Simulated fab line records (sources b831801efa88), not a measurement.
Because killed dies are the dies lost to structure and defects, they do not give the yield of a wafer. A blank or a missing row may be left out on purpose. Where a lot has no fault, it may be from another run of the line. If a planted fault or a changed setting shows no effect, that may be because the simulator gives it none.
fab line records	flow sky130
[record] lots = 7	wafers = 21	lastDay = 49
route steps=708 shown PWDE@55 NWELL@56 VT_ADJUST_HVTP@85 PAD_OPEN@708
lots that met no fault: from a run of the same line without faults
startH: start of the lot's first displayed wafer, in hours after the record's first day	waitH: hours since the lot's step before	" same as the row above	L1.1+2: a single row standing in for several wafers	- value missing, or start not given	* or withheld: withheld	< > ~ a bound
route shown NAME@n: NAME is a module with steps in the file, n the number in the route of the first one	usual: average and standard deviation across the fault-free wafers	same: alike in all rows	chamber/n: place in a boat	sites: readings site by site	_std_site: standard deviation across them	_edge_site: the outer-site mean with the inner-site mean subtracted	radiusMm: for every site, how far away it sits from the centre of the wafer	mask NAME#n: copy n	behind: tool/chamber where the wafer was last shaped	hold: reason for holding the lot/hours on hold/outcome of the hold	device: the n, p or np transistor that did not switch	end of line: tests run on the same wafers once the route is complete	where a step has no rows: the recipe by itself	killed: dies lost to structure and defects at the first sort, not the wafer's yield	map: shows each die of a wafer: x if killed, . if not, _ if none is there
set.NAME: the setting that was run; set.NAME@STEP: the one run at that earlier step	model.NAME: the simulator's own value behind a step, which no gauge read
lots at selected steps of the route; one table per step, one row per wafer
services: the hour from which a tool's chamber was out of use, counted from the record's first day as startH (under 0 if before that day), plus the number of hours and why
[[steps]]
[step SKY_PWDE_TW_MEAS_10]
[usual] PWDE_TW = 375.9/2.7
lot.wafer	tool	chamber	startH	waitH	PWDE_TW
L713.3	filmMetro-02	-	81.08	0.1	374.5
L713.5	"	-	"	"	375.4
L713.6	"	-	"	"	375.0
L716.1	filmMetro-03	-	100.64	0.1	377.3
L716.3	"	-	"	"	377.5
L716.5	"	-	"	"	379.4
L720.2	filmMetro-01	-	118.87	0.1	377.6
L720.3	"	-	"	"	375.2
L720.6	"	-	"	"	376.8
L726.1	filmMetro-02	-	151.50	0.1	370.0
L726.5	"	-	"	"	374.2
L726.6	"	-	"	"	374.5
L729.3	filmMetro-03	-	170.57	0.1	378.7
L729.5	"	-	"	"	378.2
L729.6	"	-	"	"	378.9
L730.1	filmMetro-03	-	172.94	0.1	374.4
L730.4	"	-	"	"	375.3
L730.6	"	-	"	"	374.7
L731.3	filmMetro-02	-	181.77	0.1	370.6
L731.4	"	-	"	"	371.3
L731.5	"	-	"	"	373.6
[step SKY_NWELL_DEHYDRATE_03]
[recipe] tempC = 200	timeS = 60
[step SKY_NWELL_HMDS_04]
[recipe] primeTimeS = 60	primeTempC = 120
[step SKY_NWELL_COAT_05]
[recipe] spinRpm = 2000	resistThkNm = 3000
[step SKY_NWELL_SOFTBAKE_06]
[recipe] tempC = 110	timeS = withheld
[step SKY_NWELL_EXPOSE_07]
[recipe] maskId = NWM	na = 0.6	sourceShape = conventional	sigmaOuter = 0.6	polarization = unpolarized	targetCdNm = 840	doseMj = 255
[step SKY_NWELL_PEB_08]
[recipe] tempC = 115	timeS = withheld
[step SKY_NWELL_DEVELOP_09]
[recipe] wallAngleDeg = 90	developer = TMAH	developTimeS = 60	devTempC = 23
[step SKY_NWELL_OVL_MEAS_10]
[usual] NWELL_00_OVL = -0.7/1.1
lot.wafer	tool	chamber	startH	waitH	NWELL_00_OVL[nm]
L713.3	overlay-01	-	98.83	-	-0.7
L713.5	"	-	"	"	-1.2
L713.6	"	-	"	"	-0.3
L716.1	overlay-02	-	119.22	-	-1.9
L716.3	"	-	"	"	-2.0
L716.5	"	-	"	"	-1.0
L720.2	overlay-01	-	137.47	-	-0.5
L720.3	"	-	"	"	-2.5
L720.6	"	-	"	"	-1.5
L726.1	overlay-02	-	171.32	-	-1.1
L726.5	"	-	"	"	-1.3
L726.6	"	-	"	"	1.0
L729.3	overlay-01	-	192.18	-	-0.1
L729.5	"	-	"	"	-1.5
L729.6	"	-	"	"	-2.1
L730.1	overlay-02	-	194.97	-	-1.3
L730.4	"	-	"	"	0.9
L730.6	"	-	"	"	-0.4
L731.3	overlay-02	-	202.43	-	1.4
L731.4	"	-	"	"	0.1
L731.5	"	-	"	"	2.6
[step SKY_NWELL_IMPLANT_11]
[recipe] species = P	energyKev = 404.3	doseCm2 = 1.9e+13	tiltDeg = withheld
[step SKY_NWELL_IMPLANT_12]
[recipe] species = P	energyKev = 120	doseCm2 = 1.3e+12	tiltDeg = withheld
[step SKY_NWELL_IMPLANT_13]
[recipe] species = P	energyKev = 50	doseCm2 = 7e+11	tiltDeg = withheld
[step SKY_NWELL_STRIP_14]
[recipe] chemistry = O2/N2	powerW = 1400	pressureMtorr = 1500	platenTempC = withheld	o2FlowSccm = 3000	n2FlowSccm = 300	overashFraction = 0.5
[usual] drypumpMotorCurrentA = 5.7/0.5	oesProductAu = 0.723/0.0044	stripTimeToEndpointS = 36.93/0.088
lot.wafer	tool	chamber	startH	waitH	drypumpMotorCurrentA	oesProductAu	rfHoursCounterH	stripTimeToEndpointS
L713.3	plasmaAsher-03	0	99.34	0.1	5.5	0.724	-	37.10
L713.5	"	1	"	"	5.2	0.722	-	37.01
L713.6	"	0	"	"	5.6	0.722	-	37.01
L716.1	plasmaAsher-01	0	119.71	0.1	5.3	0.723	0	36.86
L716.3	"	0	"	"	5.3	0.726	-	36.85
L716.5	"	1	"	"	6.5	0.723	-	36.81
L720.2	plasmaAsher-01	1	137.95	0.1	6.5	0.718	2	37.01
L720.3	"	1	"	"	6.5	0.730	-	36.91
L720.6	"	0	"	"	5.3	0.724	-	36.92
L726.1	plasmaAsher-03	0	171.85	0.1	5.6	0.723	49	36.82
L726.5	"	0	"	"	5.6	0.722	-	36.89
L726.6	"	1	"	"	5.1	0.724	-	36.84
L729.3	plasmaAsher-03	1	192.69	0.1	5.1	0.722	-	37.01
L729.5	"	1	"	"	5.1	0.715	-	37.01
L729.6	"	0	"	"	5.6	0.717	-	36.99
L730.1	plasmaAsher-02	1	195.45	0.1	6.1	0.732	52	37.14
L730.4	"	1	"	"	6.1	0.721	-	36.99
L730.6	"	0	"	"	5.4	0.723	-	37.08
L731.3	plasmaAsher-03	0	202.94	0.1	5.6	0.718	-	36.87
L731.4	"	1	"	"	5.1	0.721	-	36.88
L731.5	"	1	"	"	5.2	0.719	-	36.92
[step SKY_NWELL_TW_MEAS_15]
[usual] NWELL_TW = 1833/15
lot.wafer	tool	chamber	startH	waitH	NWELL_TW
L713.3	filmMetro-01	-	99.43	0.1	1846
L713.5	"	-	"	"	1838
L713.6	"	-	"	"	1841
L716.1	filmMetro-02	-	119.81	0.1	1812
L716.3	"	-	"	"	1807
L716.5	"	-	"	"	1810
L720.2	filmMetro-01	-	138.06	0.1	1856
L720.3	"	-	"	"	1855
L720.6	"	-	"	"	1864
L726.1	filmMetro-03	-	171.95	0.1	1838
L726.5	"	-	"	"	1837
L726.6	"	-	"	"	1842
L729.3	filmMetro-03	-	192.78	0.1	1840
L729.5	"	-	"	"	1841
L729.6	"	-	"	"	1842
L730.1	filmMetro-03	-	195.55	0.1	1831
L730.4	"	-	"	"	1843
L730.6	"	-	"	"	1838
L731.3	filmMetro-02	-	203.03	0.1	1817
L731.4	"	-	"	"	1831
L731.5	"	-	"	"	1821
[step SKY_NWELL_DEHYDRATE_16]
[recipe] tempC = 200	timeS = 60
[step SKY_NWELL_HMDS_17]
[recipe] primeTimeS = 60	primeTempC = 120
[step SKY_NWELL_COAT_18]
[recipe] spinRpm = 2000	resistThkNm = 3000
[step SKY_NWELL_SOFTBAKE_19]
[recipe] tempC = 110	timeS = withheld
[step SKY_NWELL_EXPOSE_20]
[recipe] maskId = NWM_COMPLEMENT	na = 0.6	sourceShape = conventional	sigmaOuter = 0.6	polarization = unpolarized	targetCdNm = 840	doseMj = 260
[step SKY_NWELL_PEB_21]
[recipe] tempC = 115	timeS = withheld
[step SKY_NWELL_DEVELOP_22]
[recipe] wallAngleDeg = 90	developer = TMAH	developTimeS = 60	devTempC = 23
[step SKY_NWELL_OVL_MEAS_23]
[usual] NWELL_01_OVL = 0.4/1.3
lot.wafer	tool	chamber	startH	waitH	NWELL_01_OVL[nm]
L713.3	overlay-01	-	117.13	-	-1.0
L713.5	"	-	"	"	-0.5
L713.6	"	-	"	"	-2.5
L716.1	overlay-02	-	138.77	-	1.0
L716.3	"	-	"	"	1.7
L716.5	"	-	"	"	-0.5
L720.2	overlay-02	-	157.92	-	-1.1
L720.3	"	-	"	"	-1.6
L720.6	"	-	"	"	-0.5
L726.1	overlay-02	-	193.12	-	1.3
L726.5	"	-	"	"	0.3
L726.6	"	-	"	"	2.7
L729.3	overlay-02	-	214.33	-	2.5
L729.5	"	-	"	"	3.2
L729.6	"	-	"	"	1.6
L730.1	overlay-01	-	216.81	-	0.4
L730.4	"	-	"	"	-0.6
L730.6	"	-	"	"	-0.1
L731.3	overlay-02	-	225.03	-	1.9
L731.4	"	-	"	"	-1.0
L731.5	"	-	"	"	-0.4
[step SKY_NWELL_IMPLANT_24]
[recipe] species = B	energyKev = 142	doseCm2 = 9.2e+12	tiltDeg = withheld
[step SKY_NWELL_STRIP_25]
[recipe] chemistry = O2/N2	powerW = 1400	pressureMtorr = 1500	platenTempC = withheld	o2FlowSccm = 3000	n2FlowSccm = 300	overashFraction = 0.5
[usual] drypumpMotorCurrentA = 5.7/0.46	oesProductAu = 0.722/0.0047	stripTimeToEndpointS = 36.89/0.09
lot.wafer	tool	chamber	startH	waitH	drypumpMotorCurrentA	oesProductAu	rfHoursCounterH	stripTimeToEndpointS
L713.3	plasmaAsher-02	1	117.34	0.1	6.1	0.715	-	36.95
L713.5	"	1	"	"	6.1	0.720	-	36.99
L713.6	"	0	"	"	5.4	0.730	-	36.90
L716.1	plasmaAsher-02	1	138.95	0.1	6.0	0.722	46	36.97
L716.3	"	1	"	"	6.1	0.719	-	36.95
L716.5	"	0	"	"	5.4	0.724	-	36.96
L720.2	plasmaAsher-02	0	158.10	0.1	5.4	0.726	47	36.94
L720.3	"	0	"	"	5.4	0.728	-	36.92
L720.6	"	1	"	"	6.1	0.720	-	36.87
L726.1	plasmaAsher-01	0	193.31	0.1	5.3	0.715	8	37.01
L726.5	"	0	"	"	5.3	0.718	-	36.79
L726.6	"	1	"	"	6.5	0.719	-	36.83
L729.3	plasmaAsher-03	1	214.53	0.1	5.1	0.726	-	36.94
L729.5	"	1	"	"	5.1	0.731	-	36.93
L729.6	"	0	"	"	5.6	0.714	-	36.85
L730.1	plasmaAsher-02	0	217.00	0.1	5.4	0.727	54	36.85
L730.4	"	1	"	"	6.1	0.718	-	36.77
L730.6	"	0	"	"	5.4	0.733	-	36.85
L731.3	plasmaAsher-01	1	225.24	0.1	6.5	0.715	-	36.76
L731.4	"	0	"	"	5.3	0.724	-	36.92
L731.5	"	0	"	"	5.3	0.726	-	36.84
[step SKY_NWELL_TW_MEAS_26]
[usual] NWELL_2_TW = 499/3.3
lot.wafer	tool	chamber	startH	waitH	NWELL_2_TW
L713.3	filmMetro-03	-	117.43	0.1	500
L713.5	"	-	"	"	503
L713.6	"	-	"	"	500
L716.1	filmMetro-02	-	139.05	0.1	497
L716.3	"	-	"	"	498
L716.5	"	-	"	"	497
L720.2	filmMetro-01	-	158.21	0.1	500
L720.3	"	-	"	"	499
L720.6	"	-	"	"	501
L726.1	filmMetro-02	-	193.41	0.1	495
L726.5	"	-	"	"	495
L726.6	"	-	"	"	497
L729.3	filmMetro-01	-	214.62	0.1	501
L729.5	"	-	"	"	502
L729.6	"	-	"	"	499
L730.1	filmMetro-02	-	217.10	0.1	495
L730.4	"	-	"	"	494
L730.6	"	-	"	"	494
L731.3	filmMetro-03	-	225.33	0.1	498
L731.4	"	-	"	"	499
L731.5	"	-	"	"	498
[step SKY_NWELL_CLEAN_27]
[recipe] chemistry = SC1/SC2	mix = 1:4:20	tempC = 70	timeS = 150	dry = n2Spin
[step SKY_NWELL_RTA_28]
[recipe] tempC = 1050	timeS = 30	idleTempC = 650	rampUpCPerS = 150	rampDownCPerS = 90	ambient = N2
[usual] lampPowerPct = 25.30/0.054	rampDownCPerS = 90.000/0.018	wafer_temp_C_max = 1054.8/0.95
lot.wafer	tool	chamber	startH	waitH	lampPowerPct	rampDownCPerS	wafer_temp_C_max
L713.3	rtpAnneal-01	0	117.55	0.0	25.30	90.006	1053.5
L713.5	"	0	"	"	25.32	90.001	1057.6
L713.6	"	0	"	"	25.39	89.978	1054.0
L716.1	rtpAnneal-02	0	139.17	0.0	25.33	90.017	1055.1
L716.3	"	0	"	"	25.33	89.947	1055.1
L716.5	"	0	"	"	25.33	90.007	1055.0
L720.2	rtpAnneal-02	0	158.34	0.0	25.33	89.974	1054.5
L720.3	"	0	"	"	25.31	90.015	1054.7
L720.6	"	0	"	"	25.21	90.006	1055.2
L726.1	rtpAnneal-02	0	193.53	0.0	25.20	89.988	1054.4
L726.5	"	0	"	"	25.27	89.976	1055.3
L726.6	"	0	"	"	25.32	90.006	1054.6
L729.3	rtpAnneal-02	0	214.75	0.0	25.35	89.975	1055.8
L729.5	"	0	"	"	25.21	90.006	1054.0
L729.6	"	0	"	"	25.32	89.984	1055.8
L730.1	rtpAnneal-01	0	217.22	0.0	25.28	90.002	1055.0
L730.4	"	0	"	"	25.28	89.981	1054.6
L730.6	"	0	"	"	25.33	89.992	1056.4
L731.3	rtpAnneal-01	0	225.45	0.0	25.33	89.989	1054.5
L731.4	"	0	"	"	25.29	89.997	1053.4
L731.5	"	0	"	"	25.23	90.032	1054.6
[step SKY_NWELL_RS_MEAS_29]
[recipe] thkMeasGauge = four-point-probe
[usual] NWELL_RS = 622.9/2.2
lot.wafer	tool	chamber	startH	waitH	NWELL_RS[ohm/sq]
L713.3	filmMetro-02	-	117.66	0.1	620.7
L713.5	"	-	"	"	621.9
L713.6	"	-	"	"	622.5
L716.1	filmMetro-01	-	139.27	0.1	624.1
L716.3	"	-	"	"	625.2
L716.5	"	-	"	"	624.2
L720.2	filmMetro-02	-	158.44	0.1	621.2
L720.3	"	-	"	"	620.6
L720.6	"	-	"	"	620.7
L726.1	filmMetro-03	-	193.63	0.1	626.7
L726.5	"	-	"	"	622.4
L726.6	"	-	"	"	623.5
L729.3	filmMetro-01	-	214.86	0.1	621.7
L729.5	"	-	"	"	622.2
L729.6	"	-	"	"	622.0
L730.1	filmMetro-03	-	217.32	0.1	625.9
L730.4	"	-	"	"	625.6
L730.6	"	-	"	"	625.9
L731.3	filmMetro-01	-	225.56	0.1	622.3
L731.4	"	-	"	"	620.9
L731.5	"	-	"	"	622.1
[step SKY_NWELL_RS_MEAS_31]
[recipe] thkMeasGauge = four-point-probe
[usual] PWDE_RS = 5273/23
lot.wafer	tool	chamber	startH	waitH	PWDE_RS[ohm/sq]
L713.3	filmMetro-02	-	117.90	0.1	5266
L713.5	"	-	"	"	5255
L713.6	"	-	"	"	5261
L716.1	filmMetro-01	-	139.51	0.1	5285
L716.3	"	-	"	"	5263
L716.5	"	-	"	"	5287
L720.2	filmMetro-02	-	158.68	0.1	5247
L720.3	"	-	"	"	5245
L720.6	"	-	"	"	5249
L726.1	filmMetro-03	-	193.87	0.1	5253
L726.5	"	-	"	"	5264
L726.6	"	-	"	"	5256
L729.3	filmMetro-01	-	215.10	0.1	5253
L729.5	"	-	"	"	5255
L729.6	"	-	"	"	5265
L730.1	filmMetro-03	-	217.56	0.1	5330
L730.4	"	-	"	"	5325
L730.6	"	-	"	"	5308
L731.3	filmMetro-01	-	225.80	0.1	5281
L731.4	"	-	"	"	5289
L731.5	"	-	"	"	5291
[step SKY_VT_ADJUST_HVTP_DEHYDRATE_00]
[recipe] tempC = 200	timeS = 60
[step SKY_VT_ADJUST_HVTP_HMDS_01]
[recipe] primeTimeS = 60	primeTempC = 120
[step SKY_VT_ADJUST_HVTP_COAT_02]
[recipe] resist = NOVOLAK	spinRpm = 3000	resistThkNm = 1140
[step SKY_VT_ADJUST_HVTP_SOFTBAKE_03]
[recipe] tempC = 90	timeS = 60	resist = NOVOLAK
[step SKY_VT_ADJUST_HVTP_EXPOSE_04]
[recipe] maskId = HVTPM	na = 0.6	sourceShape = conventional	sigmaOuter = 0.6	polarization = unpolarized	targetCdNm = 380	doseMj = 140
[step SKY_VT_ADJUST_HVTP_PEB_05]
[recipe] tempC = withheld	timeS = *	resist = NOVOLAK
[step SKY_VT_ADJUST_HVTP_DEVELOP_06]
[recipe] resist = NOVOLAK	developer = TMAH	developTimeS = 60	devTempC = 23
[step SKY_VT_ADJUST_HVTP_CD_MEAS_07]
[recipe] targetCdNm = 380
[usual] cdNm = 380.0/2.5
lot.wafer	tool	chamber	startH	waitH	cdNm
L713.3	cdSem-01	-	137.00	0.1	379.6
L713.5	"	-	"	"	378.7
L713.6	"	-	"	"	377.0
L716.1	cdSem-01	-	158.92	0.1	375.5
L716.3	"	-	"	"	373.7
L716.5	"	-	"	"	374.8
L720.2	cdSem-02	-	178.13	0.1	381.7
L720.3	"	-	"	"	382.8
L720.6	"	-	"	"	381.6
L726.1	cdSem-02	-	215.96	0.1	380.9
L726.5	"	-	"	"	379.7
L726.6	"	-	"	"	379.4
L729.3	cdSem-01	-	237.35	0.1	377.7
L729.5	"	-	"	"	379.2
L729.6	"	-	"	"	377.9
L730.1	cdSem-02	-	240.31	0.1	381.3
L730.4	"	-	"	"	380.3
L730.6	"	-	"	"	381.6
L731.3	cdSem-02	-	249.20	0.1	378.1
L731.4	"	-	"	"	379.7
L731.5	"	-	"	"	377.8
[step SKY_VT_ADJUST_HVTP_OVL_MEAS_08]
[usual] VT_ADJUST_HVTP_OVL = 0.3/1.4
lot.wafer	tool	chamber	startH	waitH	VT_ADJUST_HVTP_OVL[nm]
L713.3	overlay-02	-	137.09	0.1	0.5
L713.5	"	-	"	"	0.3
L713.6	"	-	"	"	2.0
L716.1	overlay-01	-	159.04	0.1	-1.3
L716.3	"	-	"	"	-0.9
L716.5	"	-	"	"	-0.7
L720.2	overlay-01	-	178.23	0.1	3.3
L720.3	"	-	"	"	2.8
L720.6	"	-	"	"	3.5
L726.1	overlay-02	-	216.08	0.1	0.0
L726.5	"	-	"	"	-1.0
L726.6	"	-	"	"	1.3
L729.3	overlay-02	-	237.45	0.1	0.7
L729.5	"	-	"	"	-2.7
L729.6	"	-	"	"	0.1
L730.1	overlay-02	-	240.43	0.1	-2.5
L730.4	"	-	"	"	-0.7
L730.6	"	-	"	"	-1.0
L731.3	overlay-02	-	249.29	0.1	-1.5
L731.4	"	-	"	"	1.6
L731.5	"	-	"	"	1.6
[step SKY_VT_ADJUST_HVTP_IMPLANT_09]
[recipe] species = As	energyKev = 150	doseCm2 = 4.3e+12	tiltDeg = withheld
[step SKY_VT_ADJUST_HVTP_STRIP_10]
[recipe] chemistry = O2/N2	powerW = 1400	pressureMtorr = 1500	platenTempC = withheld	o2FlowSccm = 3000	n2FlowSccm = 300	overashFraction = 0.5
[usual] drypumpMotorCurrentA = 5.6/0.49	oesProductAu = 0.716/0.0043	stripTimeToEndpointS = 14.17/0.036
lot.wafer	tool	chamber	startH	waitH	drypumpMotorCurrentA	oesProductAu	rfHoursCounterH	stripTimeToEndpointS
L713.3	plasmaAsher-03	0	137.30	0.1	5.6	0.720	-	14.19
L713.5	"	0	"	"	5.6	0.717	-	14.19
L713.6	"	1	"	"	5.1	0.719	-	14.19
L716.1	plasmaAsher-03	0	159.23	0.1	5.6	0.718	47	14.16
L716.3	"	0	"	"	5.6	0.710	-	14.18
L716.5	"	0	"	"	5.6	0.716	-	14.14
L720.2	plasmaAsher-03	0	178.41	0.1	5.6	0.715	49	14.18
L720.3	"	0	"	"	5.6	0.712	-	14.18
L720.6	"	0	"	"	5.6	0.713	-	14.16
L726.1	plasmaAsher-01	0	216.26	0.1	5.3	0.716	10	14.12
L726.5	"	0	"	"	5.3	0.711	-	14.13
L726.6	"	1	"	"	6.5	0.713	-	14.14
L729.3	plasmaAsher-03	1	237.65	0.1	5.1	0.721	-	14.20
L729.5	"	0	"	"	5.6	0.722	-	14.20
L729.6	"	1	"	"	5.1	0.705	-	14.20
L730.1	plasmaAsher-03	1	240.62	0.1	5.1	0.715	56	14.14
L730.4	"	0	"	"	5.6	0.715	-	14.17
L730.6	"	1	"	"	5.1	0.709	-	14.10
L731.3	plasmaAsher-01	1	249.50	0.1	6.5	0.714	-	14.19
L731.4	"	0	"	"	5.3	0.713	-	14.16
L731.5	"	1	"	"	6.5	0.719	-	14.19
[step SKY_VT_ADJUST_HVTP_TW_MEAS_11]
[usual] VT_ADJUST_HVTP_TW = 1356/11
lot.wafer	tool	chamber	startH	waitH	VT_ADJUST_HVTP_TW
L713.3	filmMetro-02	-	137.38	0.1	1352
L713.5	"	-	"	"	1354
L713.6	"	-	"	"	1351
L716.1	filmMetro-02	-	159.33	0.1	1349
L716.3	"	-	"	"	1348
L716.5	"	-	"	"	1351
L720.2	filmMetro-04	-	178.52	0.1	1343
L720.3	"	-	"	"	1334
L720.6	"	-	"	"	1341
L726.1	filmMetro-02	-	216.36	0.1	1350
L726.5	"	-	"	"	1350
L726.6	"	-	"	"	1352
L729.3	filmMetro-01	-	237.74	0.1	1375
L729.5	"	-	"	"	1370
L729.6	"	-	"	"	1360
L730.1	filmMetro-01	-	240.72	0.1	1373
L730.4	"	-	"	"	1373
L730.6	"	-	"	"	1372
L731.3	filmMetro-04	-	249.58	0.1	1356
L731.4	"	-	"	"	1353
L731.5	"	-	"	"	1349
[step SKY_PAD_OPEN_PROBE_99]
[usual] killed_at_M0_to_M3 = 42/7.2	killed_at_M4_up = 3.5/1.8	killedAtContacts = 25/5.7	killedAtFrontEnd = 16/4.6	killedAtOther = 0.2/0.41	killedDies = 86/9.3	killedOpen = 47/6.3	killedShort = 39/5.9
[same] grossDies = 492	killedAtBackSide = 0
lot.wafer	tool	chamber	startH	waitH	killed_at_M0_to_M3	killed_at_M4_up	killedAtContacts	killedAtFrontEnd	killedAtOther	killedDies	killedOpen	killedShort
L726.1	prober-02	-	1169.83	0.1	52	3	26	16	0	97	51	46
L726.5	prober-02	-	1170.03	0.2	50	4	36	9	0	99	48	51
L726.6	prober-02	-	1170.08	0.2	30	6	25	86	0	147	43	39
L729.3	prober-01	-	1182.12	0.2	37	4	18	76	1	136	36	36
L729.5	prober-01	-	1182.22	0.2	40	2	29	74	0	145	39	39
L730.1	prober-02	-	1183.35	0.1	51	2	18	23	0	94	52	42
L730.4	prober-02	-	1183.50	0.2	41	2	24	17	0	84	46	38
L730.6	prober-02	-	1183.60	0.2	56	3	15	19	1	94	48	46
L731.3	prober-01	-	1187.34	0.2	44	4	15	13	0	76	36	40
L731.4	prober-01	-	1187.39	0.2	39	3	14	82	1	139	43	34
L731.5	prober-01	-	1187.44	0.2	39	1	23	83	0	146	44	34
// killed by level:class
L726.1 VIA1:geometricParticle:open=11 LI_CONTACT:geometricParticle:open=9 VIA2:geometricParticle:open=9 POLY_GATE:geometricParticle:short=8 CONTACT:geometricParticle:open=8 VIA3:geometricParticle:open=6 METAL2:geometricParticle:short=6 VIA2:geometricParticle:short=5
L726.5 CONTACT:geometricParticle:open=15 VIA1:geometricParticle:open=9 VIA1:geometricParticle:short=8 LI_CONTACT:geometricParticle:open=6 VIA2:geometricParticle:open=6 LI_CONTACT:geometricParticle:short=5 LOCAL_INTERCONNECT:geometricParticle:short=5 CONTACT:geometricParticle:short=5
L726.6 NWELL:unspecified=65 METAL1:geometricParticle:short=7 LI_CONTACT:geometricParticle:open=7 FIELD_ISO:geometricParticle:open=6 VIA1:geometricParticle:open=6 CONTACT:geometricParticle:short=6 VIA3:geometricParticle:open=6 FIELD_ISO:geometricParticle:short=5
L729.3 NWELL:unspecified=64 VIA1:geometricParticle:open=9 LOCAL_INTERCONNECT:geometricParticle:short=6 FIELD_ISO:geometricParticle:short=5 LI_CONTACT:geometricParticle:open=5 VIA1:geometricParticle:short=5 VIA2:geometricParticle:open=4 VIA2:geometricParticle:short=4
L729.5 NWELL:unspecified=67 VIA1:geometricParticle:open=10 CONTACT:geometricParticle:open=8 METAL1:geometricParticle:short=8 LOCAL_INTERCONNECT:geometricParticle:short=7 LI_CONTACT:geometricParticle:open=6 CONTACT:geometricParticle:short=5 METAL2:geometricParticle:short=5
L730.1 VIA1:geometricParticle:open=14 POLY_GATE:geometricParticle:open=8 VIA2:geometricParticle:open=8 VIA1:geometricParticle:short=8 CONTACT:geometricParticle:open=7 CONTACT:geometricParticle:short=6 FIELD_ISO:geometricParticle:short=4 POLY_CUT:geometricParticle:open=4
L730.4 VIA1:geometricParticle:open=9 CONTACT:geometricParticle:open=8 VIA2:geometricParticle:open=7 POLY_GATE:geometricParticle:short=6 VIA3:geometricParticle:open=6 LI_CONTACT:geometricParticle:open=5 CONTACT:geometricParticle:short=5 METAL1:geometricParticle:short=5
L730.6 VIA1:geometricParticle:open=15 METAL1:geometricParticle:short=8 VIA3:geometricParticle:open=7 VIA1:geometricParticle:short=6 VIA2:geometricParticle:open=6 VIA2:geometricParticle:short=6 POLY_GATE:geometricParticle:open=5 POLY_GATE:geometricParticle:short=4
L731.3 VIA1:geometricParticle:short=10 VIA1:geometricParticle:open=7 CONTACT:geometricParticle:open=6 VIA3:geometricParticle:open=5 FIELD_ISO:geometricParticle:short=4 LI_CONTACT:geometricParticle:open=4 METAL2:geometricParticle:short=4 VIA2:geometricParticle:short=4
L731.4 NWELL:unspecified=62 VIA1:geometricParticle:open=8 VIA2:geometricParticle:open=8 CONTACT:geometricParticle:open=7 VIA3:geometricParticle:open=6 FIELD_ISO:geometricParticle:short=5 SPACER:geometricParticle:open=4 CONTACT:geometricParticle:short=4
L731.5 NWELL:unspecified=68 VIA1:geometricParticle:open=12 VIA3:geometricParticle:open=7 CONTACT:geometricParticle:open=7 LI_CONTACT:geometricParticle:open=5 LOCAL_INTERCONNECT:geometricParticle:short=5 FIELD_ISO:geometricParticle:short=4 CONTACT:geometricParticle:short=4
// map L726.6 (x killed, . not)
__________.........._________
________.............._______
______x..x.x.....x...xx._____
_____....x....x..........____
____x.....x..x..........x.___
___..............x.x..x....__
__x......x...x...xx...x....._
_.........x.x...............x
_...x..x.x.....x........xx...
_.....xxxx...........x.......
_..xxxxxxxx.................x
_..xxxxxxxxxxx.........xx....
_x.xxxxxxxxxx....x......x..x.
_xxxxxxxxxxxxx........x..x...
_xxxxxxxxxxxx.x..............
__..xxxxxxxxx...xxxx.....x.x_
___xxxxxxxxxx....xx.x...x..__
____..xx.x....x.x....x....___
_____x.x..........x......____
______x......xxx...xx.x._____
________.........x...x_______
__________x........._________
// map L729.5 (x killed, . not)
__________.....x...._________
________x....x..x.x..._______
______..x.......x......x_____
_____x......x.x.x..x.....____
____..x.......x.x..x.x....___
___.x....x..xx.....x.......__
__.x......x...xx............_
_..x......x...x..x.x.x.......
_..x....x..........x....x....
_....xxxx...x.x....x.........
_...xxxxxxxxx........x..xx...
_..xxxxxxxxxxx...............
_.xxxxxxxxxxx.x..x...........
_..xxxxxxxxxxxx.x....x.......
_x.xxxxxxxxx....x........x...
__..xxxxxxx.x..xx.xx........_
___...xxxx......x....x.....__
____.....x.x.......x....x.___
_____...x...x........x.xx____
______...xx.xx..x...x.x._____
________...........x.._______
__________..x..x.x.x_________
[[services]]
tool	chamber	startH	hours	kind
plasmaAsher-01	-	108.75	9.0	pm
plasmaAsher-01	0	108.75	9.0	ventCycle
plasmaAsher-01	1	108.75	9.0	ventCycle
plasmaAsher-01	0	117.75	-	clean
plasmaAsher-01	1	117.75	-	clean
plasmaAsher-03	-	188.70	0.5	repair
plasmaAsher-03	-	197.39	1.3	repair
plasmaAsher-03	-	227.62	7.7	repair
plasmaAsher-01	-	233.73	14.6	pm
[[key]]
[firstSign] step = SKY_PAD_OPEN_PROBE_99	reading = killedAtFrontEnd	direction = up	sigmas = 14	usual = 16	struck = 80
[effect] step = SKY_PAD_OPEN_PROBE_99	reading = killedDies	direction = up	sigmas = 6.1	usual = 86	struck = 143
metAt SKY_NWELL_STRIP_14
struckWafers L726.6,L729.3,L729.5,L731.4,L731.5
testerLeftOut L726,L729,L731
onsetBetween 99.34 171.85
[fault] kind = chamberParticleSource	tool = plasmaAsher-03	chamber = 1	onsetH = 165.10	steps = SKY_NWELL_STRIP_14	ratePerVisitCm2 = 1.9724	endH = 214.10
// testerLeftOut: of these lots the tester's yield and bins aren't shown, on N5 and GAA mostly nor the transistor test; their killed dies are dies lost to structure and defects alone, not to doping, threshold or leakage, so they don't give the yield
